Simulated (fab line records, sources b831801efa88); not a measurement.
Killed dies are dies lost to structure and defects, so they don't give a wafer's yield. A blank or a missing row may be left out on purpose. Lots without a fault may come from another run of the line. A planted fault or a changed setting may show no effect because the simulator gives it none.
Chamber matching | flow sky130 | SKY_FIELD_ISO_ETCH_14 on rie_diel-02: 4 sister chambers
The step etches BARC in N2/H2, stops on SiO2, time 45.9 s, target depth 60 nm. 8 wafers are shown with their chamber, then 7 later ones without.

WAFERS WITH THEIR CHAMBER
wafer  | chamber | drypump_motor_current_A (A) | n2_flow_sccm (sccm)
L079.4 | 0       | 6.7                         | 100.0
L085.4 | 2       | 5.7                         | 100.2
L085.5 | 3       | 5.7                         | 99.7
L088.3 | 1       | 5.5                         | 99.9
L088.5 | 2       | 5.6                         | 100.1
L088.6 | 3       | 5.7                         | 99.7
L091.4 | 0       | 6.6                         | 99.8
L091.5 | 1       | 5.5                         | 100.6

WAFERS WITHOUT THEIR CHAMBER
wafer  | drypump_motor_current_A (A) | n2_flow_sccm (sccm)
L091.6 | 6.6                         | 100.1
L094.1 | 5.6                         | 99.9
L094.2 | 6.6                         | 99.8
L094.5 | 5.7                         | 100.0
L097.2 | 5.7                         | 100.2
L097.3 | 5.6                         | 99.5
L097.4 | 5.5                         | 100.1

WHICH CHAMBER EACH WENT THROUGH
wafer  | from the rows above          | in truth
L091.6 | 0                            | 0
L094.1 | can't be placed: 2 or 3 or 1 | 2
L094.2 | 0                            | 0
L094.5 | can't be placed: 3 or 2      | 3
L097.2 | can't be placed: 2 or 3      | 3
L097.3 | can't be placed: 3 or 2 or 1 | 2
L097.4 | 1                            | 1
Placed correctly: 3 of 7. Can't be placed from these rows: 4 (the true chamber is among the candidates in 4). Placed wrongly: 0.
How it was worked out, from the rows above alone: a wafer's distance from a chamber is the root of the sum, over the readings, of the square of ((its reading less the chamber's mean) divided by the reading's scatter). The wafer belongs to the nearest chamber; if the next one is less than 2 further off, it can't be placed. A chamber's mean is the mean of its shown wafers. The scatter: the root of (the sum of the squares of (reading less its chamber's mean) over the shown wafers, divided by (wafers less chambers)).
